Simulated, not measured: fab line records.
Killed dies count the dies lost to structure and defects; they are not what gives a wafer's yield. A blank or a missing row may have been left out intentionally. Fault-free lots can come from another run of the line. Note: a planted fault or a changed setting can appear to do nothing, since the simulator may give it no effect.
Commonality check across tools / flow sky130 / Lots sampled 12, wafers sampled 36

== THE REASON FOR OPENING IT ==
At SKY_METAL4_CD_MEAS_13 the reading cd-nm is flagged on 2 of 12 lots. No-fault wafers: 299.6 nm, standard deviation 1.4.
Rule: a lot is flagged in two cases, either no wafer of it has a number, or all its wafers with numbers fall more than 4 standard deviations from that mean. All remaining lots are regarded as sound.

lot=L433; measured=day 42 02:57; on=cd-sem-02; cd-nm (nm), wafer by wafer=300.8 302.3 301.4; flag=
lot=L434; measured=day 42 10:44; on=cd-sem-01; cd-nm (nm), wafer by wafer=298.7 299.3 299.1; flag=
lot=L437; measured=day 43 14:41; on=cd-sem-02; cd-nm (nm), wafer by wafer=301.4 301.5 302.1; flag=
lot=L439; measured=day 43 23:23; on=cd-sem-02; cd-nm (nm), wafer by wafer=296.3 297.9 297.3; flag=
lot=L442; measured=day 44 16:01; on=cd-sem-01; cd-nm (nm), wafer by wafer=299.7 300.2 298.1; flag=
lot=L443; measured=day 44 19:40; on=cd-sem-01; cd-nm (nm), wafer by wafer=297.8 297.9 298.9; flag=
lot=L446; measured=day 45 19:16; on=cd-sem-02; cd-nm (nm), wafer by wafer=300.4 301.4 301.6; flag=
lot=L447; measured=day 45 19:56; on=cd-sem-01; cd-nm (nm), wafer by wafer=299.1 298.4 300.6; flag=
lot=L450; measured=day 46 15:00; on=cd-sem-02; cd-nm (nm), wafer by wafer=286.6 288.0 286.9; flag=FLAGGED
lot=L453; measured=day 47 14:54; on=cd-sem-02; cd-nm (nm), wafer by wafer=289.2 289.2 288.5; flag=FLAGGED
lot=L455; measured=day 47 17:58; on=cd-sem-01; cd-nm (nm), wafer by wafer=297.4 297.9 298.7; flag=
lot=L456; measured=day 47 18:17; on=cd-sem-01; cd-nm (nm), wafer by wafer=302.2 299.4 299.8; flag=
On average the flagged lots' numbers are 288.1 nm, which is -11.5 nm against the usual, or -8 standard deviations.

== WHICH TOOL EACH LOT WENT THROUGH ==
The record keeps 1 process step preceding the reading, out of 708 steps on the route. In each cell: the tool, then ch and the chambers that the sampled wafers went through, then the start.
lot=L433; flag=; SKY_METAL4_EXPOSE_10=krf-scanner-01 ch 0, day 41 15:23
lot=L434; flag=; SKY_METAL4_EXPOSE_10=krf-scanner-01 ch 0, day 41 23:02
lot=L437; flag=; SKY_METAL4_EXPOSE_10=krf-scanner-02 ch 0, day 43 03:34
lot=L439; flag=; SKY_METAL4_EXPOSE_10=krf-scanner-01 ch 0, day 43 11:53
lot=L442; flag=; SKY_METAL4_EXPOSE_10=krf-scanner-02 ch 0, day 44 04:02
lot=L443; flag=; SKY_METAL4_EXPOSE_10=krf-scanner-01 ch 0, day 44 08:11
lot=L446; flag=; SKY_METAL4_EXPOSE_10=krf-scanner-01 ch 0, day 45 08:10
lot=L447; flag=; SKY_METAL4_EXPOSE_10=krf-scanner-01 ch 0, day 45 08:23
lot=L450; flag=FLAGGED; SKY_METAL4_EXPOSE_10=krf-scanner-02 ch 0, day 46 04:52
lot=L453; flag=FLAGGED; SKY_METAL4_EXPOSE_10=krf-scanner-02 ch 0, day 47 04:40
lot=L455; flag=; SKY_METAL4_EXPOSE_10=krf-scanner-01 ch 0, day 47 07:47
lot=L456; flag=; SKY_METAL4_EXPOSE_10=krf-scanner-01 ch 0, day 47 07:59
These steps, and what they do:
- SKY_METAL4_EXPOSE_10: exposes mask MM4, target cd 300 nm.
- SKY_METAL4_CD_MEAS_13: target cd 300 nm.

== FLAGGED AGAINST TOTAL, ONE TOOL AT A TIME (gauges that did the reading follow at the end) ==
step=SKY_METAL4_EXPOSE_10; tool=krf-scanner-01; lots run=8; flagged=0; share of the flagged lots=none; sound lots run after its first flagged lot=-
step=SKY_METAL4_EXPOSE_10; tool=krf-scanner-02; lots run=4; flagged=2; share of the flagged lots=all; sound lots run after its first flagged lot=0
step=SKY_METAL4_CD_MEAS_13; tool=cd-sem-01; lots run=6; flagged=0; share of the flagged lots=none; sound lots run after its first flagged lot=-
step=SKY_METAL4_CD_MEAS_13; tool=cd-sem-02; lots run=6; flagged=2; share of the flagged lots=all; sound lots run after its first flagged lot=0

== WHAT THE TABLE PERMITS ==
Rows of the table that ran all the flagged lots, 2 in number: krf-scanner-02 at SKY_METAL4_EXPOSE_10; cd-sem-02 at SKY_METAL4_CD_MEAS_13.
- krf-scanner-02 at SKY_METAL4_EXPOSE_10: 2 of its 4 lots flagged. It ran its last sound lot, L442, at day 44 04:02 and its first flagged lot, L450, at day 46 04:52: a fault with its onset between the two fits. Its own readings lie more than 4 standard deviations out on every wafer of the flagged lots: exposure-dose-mJ-cm2.
- cd-sem-02 at SKY_METAL4_CD_MEAS_13: 2 of its 6 lots flagged. It ran its last sound lot, L446, at day 45 19:16 and its first flagged lot, L450, at day 46 15:00: a fault with its onset between the two fits.
A lot count leaves these 2 tools indistinguishable: every one of them fits a fault beginning at some hour. More lots, or a look at what each step does to the wafer, might.

== WHAT HAD BEEN PUT IN BY THE SIMULATOR ==
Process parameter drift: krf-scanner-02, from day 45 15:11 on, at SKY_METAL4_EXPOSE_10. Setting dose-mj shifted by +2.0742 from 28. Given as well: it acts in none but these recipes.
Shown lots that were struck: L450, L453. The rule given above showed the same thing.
